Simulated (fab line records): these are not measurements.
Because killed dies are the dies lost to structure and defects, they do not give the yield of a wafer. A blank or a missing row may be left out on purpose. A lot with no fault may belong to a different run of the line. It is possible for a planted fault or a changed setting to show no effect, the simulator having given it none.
fab line records | flow gf180mcu
record: lots: 7 | wafers: 21 | last-day: 34
route steps=602 shown M2@362
lots that met no fault: from a run of the same line without faults
start-h: start of the lot's first displayed wafer, in hours after the record's first day | wait-h: how many hours have passed since the lot's step before this one | " the same as in the row above | L1.1+2: a single row standing in for several wafers | - either no value or no given start | * or withheld: withheld | < > ~ a bound
route shown NAME@n: names a module that has steps shown in the file, with the first one's number in the route | usual: average and standard deviation across the fault-free wafers | same: alike in all rows | chamber/n: place in a boat | sites: the reading at each site | _std_site: standard deviation of those values | _edge_site: inner sites' mean taken away from outer sites' mean | radius-mm: how far each site lies from the wafer's centre | mask NAME#n: copy n | behind: tool/chamber where the wafer was last shaped | hold: what put the lot on hold/how long, in hours/how the hold closed | device: transistor that didn't switch, given as n, p or np | end of line: the tests these same wafers got at the end of their route | a step with no rows: only its recipe | killed: not the wafer's yield, but the dies lost to structure and defects at the first sort | map: the dies of a wafer, with x for killed, . for not killed, _ for no die there
set.NAME: the run value of the setting; set.NAME@STEP: its run value at that earlier step | model.NAME: the simulator's own value behind a step, which no gauge read
lots at some steps of the route; a table a step, a row a wafer
services: the hour from which a tool's chamber was out of use, counted from the record's first day as start-h (under 0 if before that day), plus the number of hours and why
== steps ==
step: GF_M2_SPUTTER_00
recipe: material: Ti | target-thk-nm: 37.5 | arriving-ion-energy-ev: 80 | substrate-temp-c: 200 | chamber-pressure-pa: 2 | power-w: 4000 | time-s: 150
usual: throttle-valve-pct: 30.0/0.72
lot.wafer | tool           | chamber | start-h | wait-h | throttle-valve-pct
L711.1    | pvd-sputter-02 | -       | 481.08  | 0.1    | 29.6
L711.2    | "              | -       | "       | "      | 30.8
L711.6    | "              | -       | "       | "      | 28.6
L716.1    | pvd-sputter-01 | -       | 519.91  | 0.1    | 30.2
L716.3    | "              | -       | "       | "      | 29.9
L716.6    | "              | -       | "       | "      | 29.6
L717.1    | pvd-sputter-01 | -       | 529.20  | 0.1    | 30.0
L717.4    | "              | -       | "       | "      | 29.5
L717.5    | "              | -       | "       | "      | 29.8
L722.3    | pvd-sputter-03 | -       | 569.96  | 0.2    | 30.1
L722.5    | "              | -       | "       | "      | 30.0
L722.6    | "              | -       | "       | "      | 31.0
L723.1    | pvd-sputter-01 | -       | 577.16  | 0.1    | 30.0
L723.2    | "              | -       | "       | "      | 29.4
L723.3    | "              | -       | "       | "      | 29.8
L724.1    | pvd-sputter-01 | -       | 586.24  | 0.2    | 29.6
L724.3    | "              | -       | "       | "      | 29.4
L724.5    | "              | -       | "       | "      | 30.0
L727.3    | pvd-sputter-01 | -       | 607.05  | 0.1    | 30.1
L727.4    | "              | -       | "       | "      | 29.6
L727.5    | "              | -       | "       | "      | 29.4
step: GF_M2_SPUTTER_01
recipe: material: TiN | target-thk-nm: 30 | power-w: 6500 | time-s: 25 | chamber-pressure-pa: 0.4
usual: throttle-valve-pct: 30.1/0.7
lot.wafer | tool           | chamber | start-h | wait-h | throttle-valve-pct
L711.1    | pvd-sputter-02 | -       | 481.18  | 0.1    | 29.4
L711.2    | "              | -       | "       | "      | 30.4
L711.6    | "              | -       | "       | "      | 28.5
L716.1    | pvd-sputter-01 | -       | 520.01  | 0.1    | 29.9
L716.3    | "              | -       | "       | "      | 30.1
L716.6    | "              | -       | "       | "      | 30.0
L717.1    | pvd-sputter-01 | -       | 529.30  | 0.1    | 29.6
L717.4    | "              | -       | "       | "      | 29.6
L717.5    | "              | -       | "       | "      | 29.6
L722.3    | pvd-sputter-03 | -       | 570.06  | 0.1    | 30.6
L722.5    | "              | -       | "       | "      | 30.2
L722.6    | "              | -       | "       | "      | 31.2
L723.1    | pvd-sputter-01 | -       | 577.26  | 0.1    | 30.1
L723.2    | "              | -       | "       | "      | 29.7
L723.3    | "              | -       | "       | "      | 29.8
L724.1    | pvd-sputter-01 | -       | 586.34  | 0.1    | 29.6
L724.3    | "              | -       | "       | "      | 29.7
L724.5    | "              | -       | "       | "      | 29.8
L727.3    | pvd-sputter-01 | -       | 607.15  | 0.1    | 29.8
L727.4    | "              | -       | "       | "      | 29.6
L727.5    | "              | -       | "       | "      | 29.8
step: GF_M2_SPUTTER_02
recipe: material: AlCu | target-thk-nm: 450 | power-w: 10600 | time-s: 23.9 | chamber-pressure-pa: 0.4
usual: throttle-valve-pct: 30.0/0.71
lot.wafer | tool           | chamber | start-h | wait-h | throttle-valve-pct
L711.1    | pvd-sputter-02 | -       | 481.21  | 0.0    | 29.6
L711.2    | "              | -       | "       | "      | 30.8
L711.6    | "              | -       | "       | "      | 28.4
L716.1    | pvd-sputter-01 | -       | 520.04  | 0.0    | 30.1
L716.3    | "              | -       | "       | "      | 30.1
L716.6    | "              | -       | "       | "      | 29.6
L717.1    | pvd-sputter-01 | -       | 529.33  | 0.0    | 29.8
L717.4    | "              | -       | "       | "      | 29.6
L717.5    | "              | -       | "       | "      | 29.6
L722.3    | pvd-sputter-03 | -       | 570.09  | 0.0    | 29.9
L722.5    | "              | -       | "       | "      | 30.2
L722.6    | "              | -       | "       | "      | 31.0
L723.1    | pvd-sputter-01 | -       | 577.29  | 0.0    | 29.9
L723.2    | "              | -       | "       | "      | 29.7
L723.3    | "              | -       | "       | "      | 29.7
L724.1    | pvd-sputter-01 | -       | 586.37  | 0.0    | 29.7
L724.3    | "              | -       | "       | "      | 29.8
L724.5    | "              | -       | "       | "      | 29.9
L727.3    | pvd-sputter-01 | -       | 607.18  | 0.0    | 30.1
L727.4    | "              | -       | "       | "      | 29.7
L727.5    | "              | -       | "       | "      | 29.9
step: GF_M2_SPUTTER_03
recipe: material: Ti | target-thk-nm: 10 | substrate-temp-c: 300 | chamber-pressure-pa: 0.3 | power-w: 3000 | time-s: 6.7
usual: throttle-valve-pct: 30.0/0.71
lot.wafer | tool           | chamber | start-h | wait-h | throttle-valve-pct
L711.1    | pvd-sputter-02 | -       | 481.24  | 0.0    | 29.8
L711.2    | "              | -       | "       | "      | 30.8
L711.6    | "              | -       | "       | "      | 28.4
L716.1    | pvd-sputter-01 | -       | 520.07  | 0.0    | 30.2
L716.3    | "              | -       | "       | "      | 29.9
L716.6    | "              | -       | "       | "      | 30.0
L717.1    | pvd-sputter-01 | -       | 529.36  | 0.0    | 29.7
L717.4    | "              | -       | "       | "      | 29.7
L717.5    | "              | -       | "       | "      | 29.8
L722.3    | pvd-sputter-03 | -       | 570.12  | 0.0    | 30.0
L722.5    | "              | -       | "       | "      | 30.1
L722.6    | "              | -       | "       | "      | 31.1
L723.1    | pvd-sputter-01 | -       | 577.32  | 0.0    | 29.9
L723.2    | "              | -       | "       | "      | 29.6
L723.3    | "              | -       | "       | "      | 29.7
L724.1    | pvd-sputter-01 | -       | 586.40  | 0.0    | 29.7
L724.3    | "              | -       | "       | "      | 29.7
L724.5    | "              | -       | "       | "      | 29.9
L727.3    | pvd-sputter-01 | -       | 607.21  | 0.0    | 30.1
L727.4    | "              | -       | "       | "      | 29.5
L727.5    | "              | -       | "       | "      | 29.6
step: GF_M2_SPUTTER_04
recipe: material: TiN | target-thk-nm: 50 | power-w: 6500 | time-s: 41.7 | chamber-pressure-pa: 0.4
usual: throttle-valve-pct: 30.0/0.7
lot.wafer | tool           | chamber | start-h | wait-h | throttle-valve-pct
L711.1    | pvd-sputter-02 | -       | 481.26  | 0.0    | 29.7
L711.2    | "              | -       | "       | "      | 30.6
L711.6    | "              | -       | "       | "      | 28.5
L716.1    | pvd-sputter-01 | -       | 520.09  | 0.0    | 30.0
L716.3    | "              | -       | "       | "      | 30.2
L716.6    | "              | -       | "       | "      | 29.7
L717.1    | pvd-sputter-01 | -       | 529.38  | 0.0    | 29.7
L717.4    | "              | -       | "       | "      | 29.6
L717.5    | "              | -       | "       | "      | 29.5
L722.3    | pvd-sputter-03 | -       | 570.14  | 0.0    | 30.6
L722.5    | "              | -       | "       | "      | 30.3
L722.6    | "              | -       | "       | "      | 31.1
L723.1    | pvd-sputter-01 | -       | 577.34  | 0.0    | 30.1
L723.2    | "              | -       | "       | "      | 29.7
L723.3    | "              | -       | "       | "      | 29.5
L724.1    | pvd-sputter-01 | -       | 586.42  | 0.0    | 29.6
L724.3    | "              | -       | "       | "      | 29.6
L724.5    | "              | -       | "       | "      | 30.1
L727.3    | pvd-sputter-01 | -       | 607.23  | 0.0    | 29.8
L727.4    | "              | -       | "       | "      | 29.8
L727.5    | "              | -       | "       | "      | 29.6
step: GF_M2_RS_MEAS_05
recipe: thk-meas-gauge: four-point-probe | reads: TiN_of_M2_SPUTTER_04+Ti_of_M2_SPUTTER_03+AlCu_of_M2_SPUTTER_02+TiN_of_M2_SPUTTER_01+Ti_of_M2_SPUTTER_00
usual: M2_ALCU_RS: 0.0690/0.0011
lot.wafer | tool          | chamber | start-h | wait-h | M2_ALCU_RS[ohm/sq]
L711.1    | film-metro-01 | -       | 481.30  | 0.0    | 0.0695
L711.2    | "             | -       | "       | "      | 0.0688
L711.6    | "             | -       | "       | "      | 0.0686
L716.1    | film-metro-02 | -       | 520.13  | 0.0    | 0.0676
L716.3    | "             | -       | "       | "      | 0.0698
L716.6    | "             | -       | "       | "      | 0.0679
L717.1    | film-metro-03 | -       | 529.42  | 0.0    | 0.0678
L717.4    | "             | -       | "       | "      | 0.0685
L717.5    | "             | -       | "       | "      | 0.0680
L722.3    | film-metro-03 | -       | 570.22  | 0.1    | 0.0673
L722.5    | "             | -       | "       | "      | 0.0676
L722.6    | "             | -       | "       | "      | 0.0683
L723.1    | film-metro-03 | -       | 577.38  | 0.0    | 0.0692
L723.2    | "             | -       | "       | "      | 0.0696
L723.3    | "             | -       | "       | "      | 0.0688
L724.1    | film-metro-02 | -       | 586.46  | 0.0    | 0.0675
L724.3    | "             | -       | "       | "      | 0.0682
L724.5    | "             | -       | "       | "      | 0.0672
L727.3    | film-metro-03 | -       | 607.31  | 0.1    | 0.0678
L727.4    | "             | -       | "       | "      | 0.0674
L727.5    | "             | -       | "       | "      | 0.0674
step: GF_M2_THK_MEAS_06
recipe: thk-meas-gauge: xrf | reads: AlCu_of_M2_SPUTTER_02
usual: M2_ALCU_THK: 445/8.2
lot.wafer | tool          | chamber | start-h | wait-h | M2_ALCU_THK[nm]
L711.1    | film-metro-01 | -       | 481.42  | 0.1    | 441
L711.2    | "             | -       | "       | "      | 447
L711.6    | "             | -       | "       | "      | 445
L716.1    | film-metro-02 | -       | 520.25  | 0.1    | 453
L716.3    | "             | -       | "       | "      | 440
L716.6    | "             | -       | "       | "      | 451
L717.1    | film-metro-03 | -       | 529.54  | 0.1    | 452
L717.4    | "             | -       | "       | "      | 450
L717.5    | "             | -       | "       | "      | 449
L722.3    | film-metro-03 | -       | 570.32  | 0.1    | 460
L722.5    | "             | -       | "       | "      | 457
L722.6    | "             | -       | "       | "      | 452
L723.1    | film-metro-03 | -       | 577.50  | 0.1    | 445
L723.2    | "             | -       | "       | "      | 442
L723.3    | "             | -       | "       | "      | 448
L724.1    | film-metro-02 | -       | 586.58  | 0.1    | 455
L724.3    | "             | -       | "       | "      | 450
L724.5    | "             | -       | "       | "      | 456
L727.3    | film-metro-03 | -       | 607.41  | 0.1    | 458
L727.4    | "             | -       | "       | "      | 461
L727.5    | "             | -       | "       | "      | 460
step: GF_M2_DEHYDRATE_07
recipe: temp-c: 200 | time-s: 60
step: GF_M2_HMDS_08
recipe: prime-time-s: 60 | prime-temp-c: 120
step: GF_M2_COAT_09
recipe: resist: KrF | spin-rpm: withheld | resist-thk-nm: 1000
step: GF_M2_SOFTBAKE_10
recipe: temp-c: 130 | time-s: 60 | resist: KrF
step: GF_M2_EXPOSE_11
recipe: mask-id: Metal2 | target-cd-nm: 280 | na: 0.68 | source-shape: conventional | sigma-outer: 0.6 | dose-mj: 28
step: GF_M2_PEB_12
recipe: peb-temp-c: 135 | peb-time-s: 90 | resist: KrF
usual: chill-plate-temp-C: 22.99/0.13 | exhaust-pa: 45.0/0.81 | plate-temp-C: 135.02/0.14
lot.wafer | tool           | chamber | start-h | wait-h | chill-plate-temp-C | exhaust-pa | plate-temp-C
L711.1    | litho-track-01 | 0       | 503.98  | -      | 23.06              | 46.0       | 134.97
L711.2    | "              | 0       | "       | "      | 23.09              | 46.3       | 134.87
L711.6    | "              | 0       | "       | "      | 23.23              | 45.5       | 135.05
L716.1    | litho-track-01 | 0       | 542.28  | -      | 23.08              | 44.5       | 135.10
L716.3    | "              | 0       | "       | "      | 22.99              | 44.2       | 135.07
L716.6    | "              | 0       | "       | "      | 22.96              | 45.1       | 135.03
L717.1    | litho-track-02 | 0       | 551.50  | -      | 22.86              | 44.5       | 135.30
L717.4    | "              | 0       | "       | "      | 23.00              | 44.3       | 135.02
L717.5    | "              | 0       | "       | "      | 22.96              | 46.1       | 135.06
L722.3    | litho-track-02 | -       | 591.72  | -      | -                  | -          | -
L722.5    | "              | -       | "       | "      | -                  | -          | -
L722.6    | "              | -       | "       | "      | -                  | -          | -
L723.1    | litho-track-03 | -       | 598.54  | -      | -                  | -          | -
L723.2    | "              | -       | "       | "      | -                  | -          | -
L723.3    | "              | -       | "       | "      | -                  | -          | -
L724.1    | litho-track-01 | -       | 606.63  | -      | -                  | -          | -
L724.3    | "              | -       | "       | "      | -                  | -          | -
L724.5    | "              | -       | "       | "      | -                  | -          | -
L727.3    | litho-track-01 | 0       | 626.59  | -      | 23.17              | 45.4       | 134.94
L727.4    | "              | 0       | "       | "      | 23.11              | 45.0       | 134.77
L727.5    | "              | 0       | "       | "      | 23.01              | 44.5       | 134.92
step: GF_M2_DEVELOP_13
recipe: develop-time-s: 60 | dev-temp-c: 21
== services ==
tool           | chamber | start-h | hours | kind
pvd-sputter-02 | -       | 481.57  | 1.1   | repair
pvd-sputter-02 | -       | 501.46  | 1.7   | repair
pvd-sputter-01 | -       | 517.94  | 1.8   | repair
pvd-sputter-02 | -       | 601.38  | 4.2   | repair
== key ==
first-sign: step: GF_M2_PEB_12 | reading: tool-record | direction: missing
effect none on later readings
met-at GF_M2_PEB_12
struck-wafers L722.3,L722.5,L722.6,L723.1,L723.2,L723.3,L724.1,L724.3,L724.5
later-rows-left-out L722.3,L722.5,L722.6,L723.1,L723.2,L723.3,L724.1,L724.3,L724.5
sort-left-out L722.3,L722.5,L722.6,L723.1,L723.2,L723.3,L724.1,L724.3,L724.5
onset-between 551.50 591.72
fault: kind: skipped-step-whole | tool: litho-track-01,litho-track-02,litho-track-03 | chamber: - | onset-h: 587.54 | steps: GF_M2_PEB_12 | scope: struck-lots-only
sort-left-out: the simulated sort isn't trusted on such a fault, so these wafers' sort isn't shown, and their yield isn't known
later-rows-left-out: the simulator's readings of these wafers behind a module that went badly wrong aren't trusted and aren't shown, but for the sort
